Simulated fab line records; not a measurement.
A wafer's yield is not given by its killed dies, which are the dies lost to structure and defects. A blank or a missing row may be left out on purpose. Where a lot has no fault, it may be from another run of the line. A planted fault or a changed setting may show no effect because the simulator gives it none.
Matching of chambers | flow sky130 | rie_diel-01 running SKY_VIA3_ETCH_14: 4 sister chambers
The step etches BARC in N2/H2, stops on SiO2, time 45.9 s, target depth 60 nm. 8 wafers are shown with their chamber, then 7 later ones without.

## WAFERS, EACH WITH ITS CHAMBER
wafer  | chamber | drypump_motor_current_A (A) | oes_product_au (a.u.)
L151.2 | 2       | 5.81                        | 0.848
L158.2 | 0       | 5.56                        | 0.854
L158.3 | 3       | 5.29                        | 0.855
L161.1 | 0       | 5.53                        | 0.854
L161.3 | 1       | 5.88                        | 0.854
L161.5 | 1       | 5.88                        | 0.852
L165.2 | 2       | 5.84                        | 0.845
L165.3 | 3       | 5.35                        | 0.853

## WAFERS WITH NO CHAMBER GIVEN
wafer  | drypump_motor_current_A (A) | oes_product_au (a.u.)
L165.4 | 5.84                        | 0.861
L168.3 | 5.54                        | 0.855
L168.4 | 5.82                        | 0.858
L168.6 | 5.54                        | 0.855
L170.4 | 5.84                        | 0.855
L170.5 | 5.81                        | 0.859
L170.6 | 5.86                        | 0.854

## WHICH CHAMBER EACH WENT THROUGH
wafer  | from the rows above | in truth
L165.4 | 1                   | 1
L168.3 | 0                   | 0
L168.4 | 1                   | 1
L168.6 | 0                   | 0
L170.4 | 1                   | 1
L170.5 | 1                   | 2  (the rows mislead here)
L170.6 | 1                   | 1
6 of 7 placed correctly. Not placeable from these rows: 0. Wrongly placed: 1.
How it was worked out, from the rows above alone: a wafer's distance from a chamber is the root of the sum, over the readings, of the square of ((its reading less the chamber's mean) divided by the reading's scatter). If the next closest chamber is less than 2 further off than the closest, the wafer can't be placed; otherwise it belongs to the closest. For every chamber, the mean is computed from those of its wafers that are shown. The scatter: take each reading less its chamber's mean, square it, sum over the shown wafers, divide by the number of wafers less the number of chambers, and take the root.
